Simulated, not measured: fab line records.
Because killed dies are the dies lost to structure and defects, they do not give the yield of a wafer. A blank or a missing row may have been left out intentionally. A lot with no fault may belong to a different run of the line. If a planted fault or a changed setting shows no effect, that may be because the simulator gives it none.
Chamber matching | flow gf180mcu | GF_CONTACT_CVD_02 on pecvd-04 has 3 sister chambers
The step deposits SiO2 from TEOS, target thk 860 nm, time 95.992 s. 3 wafers are shown with their chamber, then 7 later ones without.

WAFERS PAIRED WITH THEIR CHAMBERS
wafer  | chamber | heater-power-w (W)
L253.4 | 1       | 651
L253.5 | 0       | 635
L254.5 | 2       | 573

WAFERS WITHOUT THEIR CHAMBER
wafer  | heater-power-w (W)
L254.6 | 664
L255.1 | 659
L255.5 | 663
L255.6 | 621
L260.3 | 714
L260.5 | 531
L260.6 | 683

WHICH CHAMBER EACH WENT THROUGH
wafer  | from the rows above          | in truth
L254.6 | can't be placed: 1 or 0      | 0
L255.1 | can't be placed: 1 or 0      | 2
L255.5 | can't be placed: 1 or 0      | 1
L255.6 | can't be placed: 0 or 1 or 2 | 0
L260.3 | can't be placed: 1 or 0      | 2
L260.5 | can't be placed: 2 or 0      | 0
L260.6 | can't be placed: 1 or 0      | 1
Placed correctly: 0 of 7. Not placeable from these rows: 7 (in 5, the candidates include the true chamber). 0 placed wrongly.
How it was worked out, from the rows above alone: a wafer's distance from a chamber is the root of the sum, over the readings, of the square of ((its reading less the chamber's mean) divided by the reading's scatter). If the next closest chamber is less than 2 further off than the closest, the wafer can't be placed; otherwise it belongs to the closest. Each chamber's mean is taken over the wafers shown for it. The scatter: root of mean squared gap, hidden wafer to nearest shown wafer, with one shown wafer a chamber.
